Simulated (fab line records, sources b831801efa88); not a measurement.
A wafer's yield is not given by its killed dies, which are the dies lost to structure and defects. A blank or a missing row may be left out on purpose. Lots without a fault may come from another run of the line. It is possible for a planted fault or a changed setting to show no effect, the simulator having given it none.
What tool caused it? || flow sky130 || 14 lots with 42 wafers sampled at 3 steps, on a route of 708 steps

== WHAT THE GAUGES SHOWED, per wafer ==
SKY_LDD_P_CD_MEAS_07: target cd 380 nm.
{"lot": "L292", "measured": "day 19 17:57", "on": "cd_sem-02", "cd_nm (nm)": "375.8 376.8 378.4"}
{"lot": "L293", "measured": "day 20 01:40", "on": "cd_sem-02", "cd_nm (nm)": "376.4 375.7 377.9"}
{"lot": "L295", "measured": "day 20 12:03", "on": "cd_sem-02", "cd_nm (nm)": "377.0 377.0 377.7"}
{"lot": "L296", "measured": "day 21 03:32", "on": "cd_sem-02", "cd_nm (nm)": "382.7 381.1 382.6"}
{"lot": "L298", "measured": "day 21 19:46", "on": "cd_sem-02", "cd_nm (nm)": "378.8 379.9 378.7"}
{"lot": "L297", "measured": "day 21 22:17", "on": "cd_sem-02", "cd_nm (nm)": "381.4 380.6 380.9"}
{"lot": "L300", "measured": "day 22 02:39", "on": "cd_sem-01", "cd_nm (nm)": "379.7 379.8 378.2"}
{"lot": "L301", "measured": "day 22 09:08", "on": "cd_sem-01", "cd_nm (nm)": "376.3 377.7 379.2"}
{"lot": "L304", "measured": "day 23 22:34", "on": "cd_sem-02", "cd_nm (nm)": "374.3 375.4 377.1"}
{"lot": "L309", "measured": "day 25 08:35", "on": "cd_sem-01", "cd_nm (nm)": "378.1 380.5 379.0"}
{"lot": "L311", "measured": "day 26 01:56", "on": "cd_sem-02", "cd_nm (nm)": "381.3 381.0 383.8"}
{"lot": "L312", "measured": "day 26 06:49", "on": "cd_sem-01", "cd_nm (nm)": "375.9 374.7 376.4"}
{"lot": "L314", "measured": "day 26 16:42", "on": "cd_sem-01", "cd_nm (nm)": "378.6 378.2 377.6"}
{"lot": "L315", "measured": "day 27 02:00", "on": "cd_sem-01", "cd_nm (nm)": "377.0 374.9 378.8"}

SKY_LDD_P_TW_MEAS_11.
{"lot": "L292", "measured": "day 19 18:21", "on": "film_metro-02", "LDD_P_TW": "635 633 638"}
{"lot": "L293", "measured": "day 20 02:04", "on": "film_metro-03", "LDD_P_TW": "636 633 630"}
{"lot": "L295", "measured": "day 20 12:27", "on": "film_metro-02", "LDD_P_TW": "633 629 630"}
{"lot": "L296", "measured": "day 21 03:55", "on": "film_metro-04", "LDD_P_TW": "646 641 641"}
{"lot": "L298", "measured": "day 21 20:10", "on": "film_metro-02", "LDD_P_TW": "638 633 633"}
{"lot": "L297", "measured": "day 21 22:41", "on": "film_metro-04", "LDD_P_TW": "636 640 640"}
{"lot": "L300", "measured": "day 22 03:03", "on": "film_metro-04", "LDD_P_TW": "645 642 641"}
{"lot": "L301", "measured": "day 22 09:31", "on": "film_metro-04", "LDD_P_TW": "639 641 642"}
{"lot": "L304", "measured": "day 23 22:58", "on": "film_metro-04", "LDD_P_TW": "635 638 637"}
{"lot": "L309", "measured": "day 25 08:59", "on": "film_metro-03", "LDD_P_TW": "632 636 638"}
{"lot": "L311", "measured": "day 26 02:19", "on": "film_metro-03", "LDD_P_TW": "629 631 634"}
{"lot": "L312", "measured": "day 26 07:12", "on": "film_metro-04", "LDD_P_TW": "637 642 641"}
{"lot": "L314", "measured": "day 26 17:06", "on": "film_metro-04", "LDD_P_TW": "645 642 646"}
{"lot": "L315", "measured": "day 27 02:23", "on": "film_metro-04", "LDD_P_TW": "640 641 636"}

== EACH LOT AND THE TOOL THAT RAN IT (in order: tool; ch and the chambers of the sampled wafers; start) ==
{"lot": "L292", "SKY_POLY_GATE_ETCH_16": "rie_diel-03 ch 2,3, day 17 01:57"}
{"lot": "L293", "SKY_POLY_GATE_ETCH_16": "rie_diel-03 ch 0,1,2, day 17 08:24"}
{"lot": "L295", "SKY_POLY_GATE_ETCH_16": "rie_diel-03 ch 0,3, day 17 17:14"}
{"lot": "L296", "SKY_POLY_GATE_ETCH_16": "rie_diel-03 ch 0,1,2, day 18 09:22"}
{"lot": "L298", "SKY_POLY_GATE_ETCH_16": "rie_diel-01 ch 2,3, day 19 01:34"}
{"lot": "L297", "SKY_POLY_GATE_ETCH_16": "rie_diel-04 ch 0,1,3, day 19 04:21"}
{"lot": "L300", "SKY_POLY_GATE_ETCH_16": "rie_diel-03 ch 1,2, day 19 09:46"}
{"lot": "L301", "SKY_POLY_GATE_ETCH_16": "rie_diel-04 ch 0,1,3, day 19 16:08"}
{"lot": "L304", "SKY_POLY_GATE_ETCH_16": "rie_diel-04 ch 1,2, day 21 06:01"}
{"lot": "L309", "SKY_POLY_GATE_ETCH_16": "rie_diel-03 ch 2,3, day 22 17:37"}
{"lot": "L311", "SKY_POLY_GATE_ETCH_16": "rie_diel-03 ch 1,2,3, day 23 10:42"}
{"lot": "L312", "SKY_POLY_GATE_ETCH_16": "rie_diel-04 ch 0,2, day 23 15:44"}
{"lot": "L314", "SKY_POLY_GATE_ETCH_16": "rie_diel-03 ch 0,1,2, day 24 01:28"}
{"lot": "L315", "SKY_POLY_GATE_ETCH_16": "rie_diel-03 ch 0,2,3, day 24 11:32"}
- SKY_POLY_GATE_ETCH_16: etches Si3N4 in CH3F/O2, stops on poly-Si, time 147.5 s, target depth 75 nm.

== AS READ BY THE TOOLS THEMSELVES (means over the sampled wafers that have a number; for cases with no such wafer, the mark the record gives instead) ==
SKY_POLY_GATE_ETCH_16.
{"lot": "L292", "tool": "rie_diel-03", "drypump_motor_current_A (A)": 5.9, "oes_product_au (a.u.)": 0.641, "throttle_valve_pct (%)": 10.533}
{"lot": "L293", "tool": "rie_diel-03", "drypump_motor_current_A (A)": 5.8, "oes_product_au (a.u.)": 0.636, "throttle_valve_pct (%)": 10.528}
{"lot": "L295", "tool": "rie_diel-03", "drypump_motor_current_A (A)": 5.7, "oes_product_au (a.u.)": 0.644, "throttle_valve_pct (%)": 10.532}
{"lot": "L296", "tool": "rie_diel-03", "drypump_motor_current_A (A)": 5.7, "oes_product_au (a.u.)": 0.632, "throttle_valve_pct (%)": 10.538}
{"lot": "L298", "tool": "rie_diel-01", "drypump_motor_current_A (A)": 6.0, "oes_product_au (a.u.)": 0.636, "throttle_valve_pct (%)": 10.536}
{"lot": "L297", "tool": "rie_diel-04", "drypump_motor_current_A (A)": 6.2, "oes_product_au (a.u.)": 0.639, "throttle_valve_pct (%)": 10.536}
{"lot": "L300", "tool": "rie_diel-03", "drypump_motor_current_A (A)": 5.8, "oes_product_au (a.u.)": 0.635, "throttle_valve_pct (%)": 10.528}
{"lot": "L301", "tool": "rie_diel-04", "drypump_motor_current_A (A)": 6.2, "oes_product_au (a.u.)": 0.639, "throttle_valve_pct (%)": 10.528}
{"lot": "L304", "tool": "rie_diel-04", "drypump_motor_current_A (A)": 5.8, "oes_product_au (a.u.)": 0.647, "throttle_valve_pct (%)": 10.543}
{"lot": "L309", "tool": "rie_diel-03", "drypump_motor_current_A (A)": 6.0, "oes_product_au (a.u.)": 0.638, "throttle_valve_pct (%)": 10.543}
{"lot": "L311", "tool": "rie_diel-03", "drypump_motor_current_A (A)": 6.0, "oes_product_au (a.u.)": 0.640, "throttle_valve_pct (%)": 10.530}
{"lot": "L312", "tool": "rie_diel-04", "drypump_motor_current_A (A)": 5.9, "oes_product_au (a.u.)": 0.642, "throttle_valve_pct (%)": 10.539}
{"lot": "L314", "tool": "rie_diel-03", "drypump_motor_current_A (A)": 5.8, "oes_product_au (a.u.)": 0.640, "throttle_valve_pct (%)": 10.535}
{"lot": "L315", "tool": "rie_diel-03", "drypump_motor_current_A (A)": 5.8, "oes_product_au (a.u.)": 0.643, "throttle_valve_pct (%)": 10.540}

== THE ANSWER, worked out from the rows above alone ==
Rule: the lots themselves supply what counts as usual. The widest of any qualifying gaps counts: lots, ordered by their means at a reading, are off when they make up no more than a third of the lots, leave a main group of 4 or more, and stand apart from it by 3 or more times the standard deviation of that group's means. The tables above print the reading to a certain number of digits; a main group whose means all agree to those digits is not used. Also off: a lot with no number at a reading for which 4 or more lots have one. Any other lot the step has rows for is counted as sound. After the gauges, taken in route order, come the tools' own readings; for these a lot's mean is taken, as printed above. The first step at which some lot is off is used, and at that step the reading that is off furthest; a lot without a number counts as furthest.
Across all readings shown, no lot is off: no conclusion can be drawn from this.

== WHAT THE SIMULATOR PUT IN ==
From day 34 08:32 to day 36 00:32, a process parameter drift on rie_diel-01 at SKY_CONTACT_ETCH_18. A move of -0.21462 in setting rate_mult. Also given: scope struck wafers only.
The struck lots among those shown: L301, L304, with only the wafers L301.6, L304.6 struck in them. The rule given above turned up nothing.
